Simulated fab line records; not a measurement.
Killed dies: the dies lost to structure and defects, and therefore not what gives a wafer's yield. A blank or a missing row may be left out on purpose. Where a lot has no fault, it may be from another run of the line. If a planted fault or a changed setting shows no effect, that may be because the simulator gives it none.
The tool behind it: which one?    flow gf180mcu    Sampling: 24 lots, 72 wafers, 6 of 602 route steps

== WHAT THE GAUGES SHOWED, per wafer ==
GF_M4_RS_MEAS_05: uses a four-point probe to measure. Usual: M4_ALCU_RS 0.0674 ohm/sq, standard deviation 0.00076.
lot   measured      on             M4_ALCU_RS (ohm/sq)   flag
L074  day 22 15:02  film_metro-01  0.0682 0.0675 0.0676  
L075  day 22 21:07  film_metro-04  0.0669 0.0659 0.0672  
L076  day 23 14:58  film_metro-03  0.0669 0.0659 0.0667  
L077  day 23 20:57  film_metro-03  0.0674 0.0668 0.0671  
L078  day 24 02:43  film_metro-03  0.0683 0.0680 0.0679  
L079  day 24 08:37  film_metro-03  0.0685 0.0677 0.0674  
L080  day 24 23:13  film_metro-03  0.0681 0.0681 0.0685  
L081  day 25 02:46  film_metro-03  0.0681 0.0690 0.0682  
L082  day 25 18:22  film_metro-04  0.0664 0.0675 0.0671  
L083  day 25 21:29  film_metro-04  0.0667 0.0679 0.0669  
L084  day 26 03:56  film_metro-03  0.0654 0.0661 0.0664  
L085  day 26 15:40  film_metro-01  0.0684 0.0686 0.0683  
L086  day 26 21:46  film_metro-03  0.0670 0.0671 0.0668  
L087  day 27 03:44  film_metro-01  0.0683 0.0682 0.0679  
L088  day 27 15:16  film_metro-03  0.0675 0.0674 0.0685  
L089  day 27 15:40  film_metro-01  0.0667 0.0664 0.0666  
L090  day 27 22:52  film_metro-01  0.0671 0.0671 0.0669  
L091  day 28 05:53  film_metro-01  0.0683 0.0676 0.0684  
L092  day 28 12:52  film_metro-01  0.0666 0.0665 0.0668  
L093  day 28 21:28  film_metro-01  0.0676 0.0679 0.0680  
L094  day 29 03:36  film_metro-01  0.0671 0.0664 0.0662  
L095  day 29 13:51  film_metro-04  0.0680 0.0674 0.0684  
L096  day 29 14:53  film_metro-04  0.0679 0.0679 0.0681  
L097  day 29 19:26  film_metro-04  0.0668 0.0677 0.0669  

GF_V4_BOW_MEAS_05. Usual: V4_BOW 137 um, standard deviation 8.5.
lot   measured      on             V4_BOW (um)  flag
L074  day 23 14:57  film_metro-04  130 128 128  
L075  day 23 20:49  film_metro-02  130 115 130  
L076  day 24 18:43  film_metro-03  128 137 136  
L077  day 24 20:44  film_metro-04  135 146 139  
L078  day 25 01:55  film_metro-04  129 134 137  
L079  day 25 07:34  film_metro-04  140 158 155  
L080  day 25 22:13  film_metro-03  125 142 133  
L081  day 26 01:27  film_metro-04  128 132 129  
L082  day 26 15:36  film_metro-03  142 139 144  
L083  day 26 19:59  film_metro-04  127 139 145  
L084  day 27 01:55  film_metro-02  140 135 120  
L085  day 27 13:01  film_metro-03  137 133 123  
L086  day 27 19:29  film_metro-03  124 138 125  
L087  day 28 01:14  film_metro-02  133 137 143  
L088  day 28 12:55  film_metro-03  141 128 140  
L089  day 28 13:08  film_metro-02  136 143 142  
L090  day 28 19:43  film_metro-03  122 145 127  
L091  day 29 02:17  film_metro-02  132 136 143  
L092  day 29 09:28  film_metro-02  140 141 135  
L093  day 29 17:48  film_metro-03  143 141 149  
L094  day 30 00:00  film_metro-04  141 149 140  
L095  day 30 10:28  film_metro-03  137 134 144  
L096  day 30 11:09  film_metro-04  145 133 137  
L097  day 30 15:49  film_metro-03  136 135 127  

GF_MIM_THK_MEAS_11: measures by xrf. Usual: MIM_ALCU_THK 200.9 nm, standard deviation 2.5.
lot   measured      on             MIM_ALCU_THK (nm)  flag
L074  day 24 16:28  film_metro-01  202.8 206.2 207.2  
L075  day 24 20:56  film_metro-02  198.8 201.4 199.1  
L076  day 25 17:21  film_metro-02  202.6 199.9 201.7  
L077  day 25 20:06  film_metro-02  203.4 202.2 204.9  
L078  day 26 01:38  film_metro-01  201.9 199.3 202.2  
L079  day 26 06:50  film_metro-01  204.4 202.7 204.6  
L080  day 26 21:38  film_metro-01  199.5 199.9 199.4  
L081  day 27 00:36  film_metro-04  197.9 198.0 197.4  
L082  day 27 13:31  film_metro-02  198.4 199.3 199.1  
L083  day 27 18:47  film_metro-02  201.6 205.0 202.5  
L084  day 28 00:18  film_metro-04  203.7 201.0 202.1  
L085  day 28 10:38  film_metro-01  202.2 204.4 199.1  
L086  day 28 17:01  film_metro-01  202.0 203.9 205.1  
L087  day 28 23:19  film_metro-01  202.1 202.2 200.6  
L088  day 29 09:35  film_metro-04  200.8 200.5 199.4  
L089  day 29 10:47  film_metro-04  198.4 200.7 201.5  
L090  day 29 16:26  film_metro-02  203.4 202.7 200.9  
L091  day 29 23:19  film_metro-01  200.7 200.3 199.4  
L092  day 30 06:17  film_metro-04  201.6 200.8 201.6  
L093  day 30 21:29  film_metro-04  195.8 197.2 195.2  
L094  day 30 20:30  film_metro-04  199.2 201.7 199.7  
L095  day 31 06:26  film_metro-04  202.9 197.8 199.1  
L096  day 31 07:15  film_metro-04  198.8 199.1 200.1  
L097  day 31 11:58  film_metro-04  201.2 197.9 198.2  

== WHICH TOOL RAN EACH LOT (tool, then ch and the chambers of the sampled wafers, then the start) ==
lot   GF_V3_CMP_26                   GF_MIM_SPUTTER_03             GF_MIM_CVD_05
L074  cmp-02 ch 0,2,3, day 22 14:34  pvd_sputter-01, day 24 16:05  pecvd-02 ch 0,1, day 24 16:09
L075  cmp-02 ch 0,1,3, day 22 20:36  pvd_sputter-03, day 24 20:34  pecvd-04 ch 0,1,2, day 24 20:38
L076  cmp-01 ch 1,2, day 23 14:27    pvd_sputter-02, day 25 16:59  pecvd-03 ch 0,1,2, day 25 17:02
L077  cmp-02 ch 1,2,3, day 23 20:23  pvd_sputter-03, day 25 19:43  pecvd-02 ch 0,1,2, day 25 19:47
L078  cmp-01 ch 0,1,3, day 24 02:11  pvd_sputter-02, day 26 01:15  pecvd-03 ch 0,1, day 26 01:19
L079  cmp-01 ch 1,2,3, day 24 08:05  pvd_sputter-03, day 26 06:28  pecvd-02 ch 0,1,2, day 26 06:31
L080  cmp-01 ch 1,2,3, day 24 22:47  pvd_sputter-02, day 26 21:16  pecvd-04 ch 0,1,2, day 26 21:20
L081  cmp-02 ch 1,2, day 25 02:14    pvd_sputter-02, day 27 00:13  pecvd-02 ch 0,1,2, day 27 00:17
L082  cmp-01 ch 0,1,2, day 25 17:51  pvd_sputter-01, day 27 13:08  pecvd-04 ch 0,1,2, day 27 13:11
L083  cmp-02 ch 1,2,3, day 25 20:59  pvd_sputter-01, day 27 18:24  pecvd-03 ch 0,1,2, day 27 18:28
L084  cmp-01 ch 0,1,3, day 26 03:31  pvd_sputter-03, day 27 23:56  pecvd-04 ch 0,1, day 27 23:59
L085  cmp-01 ch 0,1,3, day 26 15:16  pvd_sputter-03, day 28 10:16  pecvd-02 ch 0,1,2, day 28 10:19
L086  cmp-02 ch 1,2, day 26 21:15    pvd_sputter-01, day 28 16:38  pecvd-04 ch 0,2, day 28 16:41
L087  cmp-02 ch 0,2,3, day 27 03:22  pvd_sputter-01, day 28 22:57  pecvd-03 ch 0,2, day 28 23:01
L088  cmp-02 ch 0,1,2, day 27 14:44  pvd_sputter-01, day 29 09:13  pecvd-04 ch 0,1, day 29 09:16
L089  cmp-01 ch 1,2,3, day 27 15:08  pvd_sputter-03, day 29 10:25  pecvd-03 ch 0,1,2, day 29 10:29
L090  cmp-02 ch 0,3, day 27 22:20    pvd_sputter-02, day 29 16:03  pecvd-03 ch 0,1, day 29 16:07
L091  cmp-02 ch 0,1,3, day 28 05:20  pvd_sputter-01, day 29 22:56  pecvd-04 ch 0,1,2, day 29 23:00
L092  cmp-02 ch 2,3, day 28 12:23    pvd_sputter-02, day 30 05:55  pecvd-02 ch 0,1, day 30 05:59
L093  cmp-02 ch 0,1, day 28 20:56    pvd_sputter-03, day 30 21:07  pecvd-04 ch 0,1,2, day 30 21:10
L094  cmp-01 ch 0,2,3, day 29 03:04  pvd_sputter-03, day 30 20:07  pecvd-03 ch 0,1,2, day 30 20:11
L095  cmp-01 ch 1,2,3, day 29 13:28  pvd_sputter-01, day 31 06:04  pecvd-02 ch 0,1,2, day 31 06:07
L096  cmp-01 ch 2,3, day 29 14:22    pvd_sputter-02, day 31 06:52  pecvd-02 ch 0,1, day 31 06:55
L097  cmp-01 ch 2,3, day 29 18:53    pvd_sputter-03, day 31 11:35  pecvd-02 ch 0,2, day 31 11:39
- GF_V3_CMP_26: polishes, stops on SiO2, t overpolish 15 s, target thk 0 nm.
- GF_MIM_SPUTTER_03: material Ti, target thk 10 nm, time 6.7 s.
- GF_MIM_CVD_05: deposits Si3N4, target thk 42 nm, time 29.086 s.

== AS READ BY THE TOOLS THEMSELVES (means over the sampled wafers that have a number; for cases with no such wafer, the mark the record gives instead) ==
GF_V3_CMP_26. Usual: edge_zone_pressure_frac 1.000, standard deviation 0.005; motor_current_A 11.1 A, standard deviation 1.1; overpolish_run_s 15.000 s, standard deviation 0.0086; time_to_endpoint_s 88 s, standard deviation 3.6.
lot   tool    edge_zone_pressure_frac  motor_current_A (A)  overpolish_run_s (s)  time_to_endpoint_s (s)  flag
L074  cmp-02  1.000                    10.1                 15.003                88                      
L075  cmp-02  0.997                    10.8                 15.002                91                      
L076  cmp-01  1.005                    10.8                 14.999                88                      
L077  cmp-02  1.001                    10.3                 15.007                87                      
L078  cmp-01  1.000                    11.6                 15.001                86                      
L079  cmp-01  1.001                    11.0                 15.000                86                      
L080  cmp-01  1.001                    11.4                 14.991                91                      
L081  cmp-02  1.000                    11.4                 14.998                87                      
L082  cmp-01  1.000                    11.4                 15.005                84                      
L083  cmp-02  1.001                    10.8                 14.990                90                      
L084  cmp-01  1.003                    11.4                 14.997                85                      
L085  cmp-01  0.999                    11.8                 14.993                90                      
L086  cmp-02  1.003                    11.1                 14.996                90                      
L087  cmp-02  0.999                    10.1                 15.001                90                      
L088  cmp-02  1.003                    11.2                 15.004                93                      
L089  cmp-01  1.002                    11.4                 15.001                83                      
L090  cmp-02  1.001                    10.3                 14.993                95                      
L091  cmp-02  1.000                    10.5                 15.003                88                      
L092  cmp-02  1.005                    10.0                 15.000                92                      
L093  cmp-02  1.002                    11.8                 15.001                88                      
L094  cmp-01  1.000                    12.1                 15.001                83                      
L095  cmp-01  1.002                    11.1                 14.997                88                      
L096  cmp-01  0.998                    11.9                 14.995                87                      
L097  cmp-01  0.996                    11.7                 15.004                91                      

GF_MIM_SPUTTER_03. Usual: 29.9 % for throttle_valve_pct, sd 1.5.
lot   tool            throttle_valve_pct (%)  flag
L074  pvd_sputter-01  28.1                    
L075  pvd_sputter-03  30.2                    
L076  pvd_sputter-02  30.7                    
L077  pvd_sputter-03  30.0                    
L078  pvd_sputter-02  30.2                    
L079  pvd_sputter-03  31.3                    
L080  pvd_sputter-02  30.3                    
L081  pvd_sputter-02  30.3                    
L082  pvd_sputter-01  28.2                    
L083  pvd_sputter-01  28.1                    
L084  pvd_sputter-03  30.4                    
L085  pvd_sputter-03  31.4                    
L086  pvd_sputter-01  27.8                    
L087  pvd_sputter-01  27.9                    
L088  pvd_sputter-01  27.8                    
L089  pvd_sputter-03  31.4                    
L090  pvd_sputter-02  30.3                    
L091  pvd_sputter-01  28.6                    
L092  pvd_sputter-02  31.2                    
L093  pvd_sputter-03  31.1                    
L094  pvd_sputter-03  31.4                    
L095  pvd_sputter-01  28.3                    
L096  pvd_sputter-02  30.4                    
L097  pvd_sputter-03  30.5                    

GF_MIM_CVD_05. Usual: 625 W for heater_power_w, sd 60.
lot   tool      heater_power_w (W)  flag
L074  pecvd-02  575                 
L075  pecvd-04  630                 
L076  pecvd-03  676                 
L077  pecvd-02  663                 
L078  pecvd-03  631                 
L079  pecvd-02  613                 
L080  pecvd-04  618                 
L081  pecvd-02  626                 
L082  pecvd-04  640                 
L083  pecvd-03  632                 
L084  pecvd-04  567                 
L085  pecvd-02  615                 
L086  pecvd-04  606                 
L087  pecvd-03  702                 
L088  pecvd-04  563                 
L089  pecvd-03  632                 
L090  pecvd-03  676                 
L091  pecvd-04  595                 
L092  pecvd-02  602                 
L093  pecvd-04  614                 
L094  pecvd-03  614                 
L095  pecvd-02  611                 
L096  pecvd-02  595                 
L097  pecvd-02  651                 

== THE ANSWER, worked out from the rows above alone ==
Rule: lot off if the mean of its wafers having a number is beyond 3 standard deviations from the usual mean. A lot without any number at a reading at which 4 lots or more have one is off too. Where the step has rows for the other lots, those lots are counted as sound. Order of review: gauges by route order, followed by the tools' own readings, for which a lot's mean as printed above is used. The first step at which some lot is off is used, and at that step the reading that is off furthest; a lot without a number counts as furthest.
No lot is off on any of the readings shown, so nothing can be concluded from this.

== WHAT THE SIMULATOR PUT IN ==
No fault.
